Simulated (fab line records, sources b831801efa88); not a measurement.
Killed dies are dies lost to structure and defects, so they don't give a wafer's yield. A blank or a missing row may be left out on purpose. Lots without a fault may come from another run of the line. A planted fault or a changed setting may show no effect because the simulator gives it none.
Problem report in the 8D (eight disciplines) form, filled by code | flow sky130 | the parts of the form that need people (team, actions taken, sign-off) are left out

1. THE PROBLEM
VT_ADJUST_NCORE_TW at SKY_VT_ADJUST_NCORE_TW_MEAS_11 reads a mean of 229.8 on 9 wafers of 3 lots; wafers without a fault read 218.4 with a standard deviation of 1.8. That is +6.3 standard deviations from the usual mean.
First seen on wafer L936.1, day 11 07:31, on film_metro-04. The record holds 36 wafers of 12 lots with a number at this step. Rule for "out", or "out of limits": more than 4 standard deviations from the usual mean. The other wafers with a number count as sound.

2. WHAT IT IS AND WHAT IT IS NOT
question                    | is                           | is not
which readings at this step | VT_ADJUST_NCORE_TW           | -
which lots                  | L936, L937, L938             | L928, L930, L931, L934, L935, L942, L943, L945, L948
which wafers of those lots  | all that have a number       | -
read on which gauges        | film_metro-03, film_metro-04 | film_metro-02
when                        | from day 11 07:31            | up to then (15 sound wafers); but 12 sound wafers of L942, L943, L945, L948 came after

3. SUSPECTS, AND WHAT RULES EACH OUT
Counting: a tool at a process step up to the reading stays a suspect if it ran every lot that is out and no sound lot after the first of them.
- the gauge at SKY_VT_ADJUST_NCORE_TW_MEAS_11: ruled out. The wafers that are out were read on 2 gauges (film_metro-03, film_metro-04).
- implanter-02 at SKY_VT_ADJUST_NCORE_IMPLANT_09: ruled out as a lasting fault. Sound lots L948 ran on it after its first lot that is out, L936 (day 11 07:16).
Left after counting: nothing in the record.

4. THE CAUSE (what the simulator had put in)
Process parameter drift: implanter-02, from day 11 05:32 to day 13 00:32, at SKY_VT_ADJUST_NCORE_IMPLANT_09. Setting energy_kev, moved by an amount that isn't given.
Counting ruled it out, wrongly: the rule takes a fault to strike every lot that its tool runs from its start on, and this one did not.

5. THE CHAIN OF EFFECTS, in route order
Each row: a reading whose mean over the struck wafers that have a number lies more than 3 standard deviations from the usual. Only readings for which the record gives a usual standard deviation are gone through. hours: the time from each lot's start at the first step in this table that gives one to its start at this step, as a median over the lots. sigmas: the change in usual standard deviations.
hours | step                           | reading            | usual  | on struck wafers | change  | sigmas
0     | SKY_VT_ADJUST_NCORE_IMPLANT_09 | beam_energy_keV    | 9.9992 | 12.3098          | +2.3106 | +99 or more
0     | SKY_VT_ADJUST_NCORE_TW_MEAS_11 | VT_ADJUST_NCORE_TW | 218.4  | 229.8            | +11.4   | +6.3
The process steps in it:
- SKY_VT_ADJUST_NCORE_IMPLANT_09
Later measuring or inspecting steps at which every struck wafer that the step has a row for has a number for every such reading, and none has moved that far: SKY_VT_ADJUST_HVTR_CD_MEAS_07.

6. WHAT WOULD HAVE CAUGHT IT SOONER
In this record the first reading out of limits at a measuring or inspecting step was taken at day 11 07:31, 2 hours after the fault began at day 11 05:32.
The tool's own readings at SKY_VT_ADJUST_NCORE_IMPLANT_09 were out on every struck wafer that the step has a row for (beam_energy_keV): an alarm limit on them would have fired on the first of those.
